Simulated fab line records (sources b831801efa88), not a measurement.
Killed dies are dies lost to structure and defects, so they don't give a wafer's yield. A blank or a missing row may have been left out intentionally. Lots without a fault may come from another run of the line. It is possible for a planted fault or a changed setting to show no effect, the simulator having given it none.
Matching of chambers | flow gf180mcu | GF_V5_CVD_02 on pecvd-01 has 3 sister chambers
The step deposits SiO2 from TEOS, target thk 1450 nm, time 163.28 s. 3 wafers are shown with their chamber, then 12 later ones without.

== WAFERS, EACH WITH ITS CHAMBER ==
wafer  | chamber | heater-power-w (W)
L089.4 | 2       | 499
L088.3 | 1       | 635
L088.5 | 0       | 614

== WAFERS MISSING THEIR CHAMBER ==
wafer  | heater-power-w (W)
L090.1 | 618
L090.4 | 497
L090.5 | 503
L091.1 | 647
L091.2 | 569
L091.5 | 611
L092.2 | 527
L092.4 | 508
L092.5 | 611
L095.1 | 534
L095.4 | 598
L095.5 | 532

== EACH ONE'S CHAMBER ==
wafer  | from the rows above          | in truth
L090.1 | can't be placed: 0 or 1      | 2
L090.4 | 2                            | 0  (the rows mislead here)
L090.5 | 2                            | 2
L091.1 | can't be placed: 1 or 0      | 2
L091.2 | can't be placed: 0 or 1 or 2 | 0
L091.5 | can't be placed: 0 or 1      | 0
L092.2 | 2                            | 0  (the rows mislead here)
L092.4 | 2                            | 2
L092.5 | can't be placed: 0 or 1      | 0
L095.1 | 2                            | 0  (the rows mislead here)
L095.4 | can't be placed: 0 or 1      | 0
L095.5 | 2                            | 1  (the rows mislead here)
Correctly placed: 2 of 12. Cannot be placed on the basis of these rows: 6; the candidates contain the true chamber in 4. 4 placed wrongly.
How it was worked out, from the rows above alone: a wafer's distance from a chamber is the root of the sum, over the readings, of the square of ((its reading less the chamber's mean) divided by the reading's scatter). The wafer belongs to the nearest chamber; if the next one is less than 2 further off, it can't be placed. A chamber's mean is the mean of its shown wafers. The scatter: root of mean squared gap, hidden wafer to nearest shown wafer, with one shown wafer a chamber.
